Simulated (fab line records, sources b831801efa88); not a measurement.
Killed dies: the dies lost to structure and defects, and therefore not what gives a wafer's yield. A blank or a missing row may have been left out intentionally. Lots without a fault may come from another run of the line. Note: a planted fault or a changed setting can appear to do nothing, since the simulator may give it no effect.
Problem report in the 8D (eight disciplines) form, filled by code + flow gf180mcu + the parts of the form that need people (team, actions taken, sign-off) are left out

## 1. THE PROBLEM
Mean of heater_power_total_W at GF_STI_PEB_10: 87.63 W across 6 wafers in 2 lots; on wafers with no fault it is 85.70 W (standard deviation 0.083). Relative to the usual mean, that is a shift of +23 standard deviations.
The step: peb time 90 s.
Seen first at day 4 09:51 on litho_track-02, wafer L689.3. The record holds 42 wafers of 14 lots with a number at this step. Rule for "out" (also "out of limits"): further than 4 standard deviations from the usual mean. Any other wafer with a number is counted as sound.

## 2. WHAT IT IS; WHAT IT IS NOT
| question                    | is                     | is not                                                                                             |
|-----------------------------|------------------------|----------------------------------------------------------------------------------------------------|
| which readings at this step | heater_power_total_W   | -                                                                                                  |
| which lots                  | L689, L690             | L678, L679, L681, L682, L684, L686, L693, L695, L696, L697, L698, L699                             |
| which wafers of those lots  | all that have a number | -                                                                                                  |
| read on which tools         | litho_track-02         | litho_track-01, litho_track-04                                                                     |
| when                        | from day 4 09:51       | up to then (18 sound wafers); but 18 sound wafers of L693, L695, L696, L697, L698, L699 came after |

## 3. THE SUSPECTS, EACH WITH WHAT RULES IT OUT
Counting: a tool stays on the suspect list if, at a process step up to the reading, it processed all lots that are out and no sound lot following the first of them.
- litho_track-02 at GF_STI_PEB_10 (peb time 90 s): kept. It ran every lot that is out, first L689 (day 4 09:51), and no sound lot after that; its last sound lot up to then is L686 (day 3 18:20). Out on those wafers are its own readings of heater_power_total_W.
After counting, what remains is litho_track-02 at GF_STI_PEB_10.

## 4. THE CAUSE (what the simulator had put in)
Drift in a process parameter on litho_track-02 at GF_STI_PEB_10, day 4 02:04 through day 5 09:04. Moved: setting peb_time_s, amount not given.
Counting left only this tool.

## 5. SEQUENCE OF EFFECTS, ordered by route
Each row: a reading where the mean over the struck wafers with a number is more than 3 standard deviations away from the usual. Only readings whose record carries a usual standard deviation are examined. hours: median over the lots of the time between each lot's start at the first step of this table that gives one and its start at this step. sigmas: the change, counted in usual standard deviations.
| hours | step          | reading              | usual   | on struck wafers | change | sigmas |
|-------|---------------|----------------------|---------|------------------|--------|--------|
| 0     | GF_STI_PEB_10 | heater_power_total_W | 85.70 W | 87.63            | +1.93  | +23    |
It contains these process steps:
- GF_STI_PEB_10: peb time 90 s.

## 6. HOW IT WOULD HAVE BEEN CAUGHT EARLIER
In this record the first reading out of limits was taken at day 4 09:51, 8 hours after the fault began at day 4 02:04.
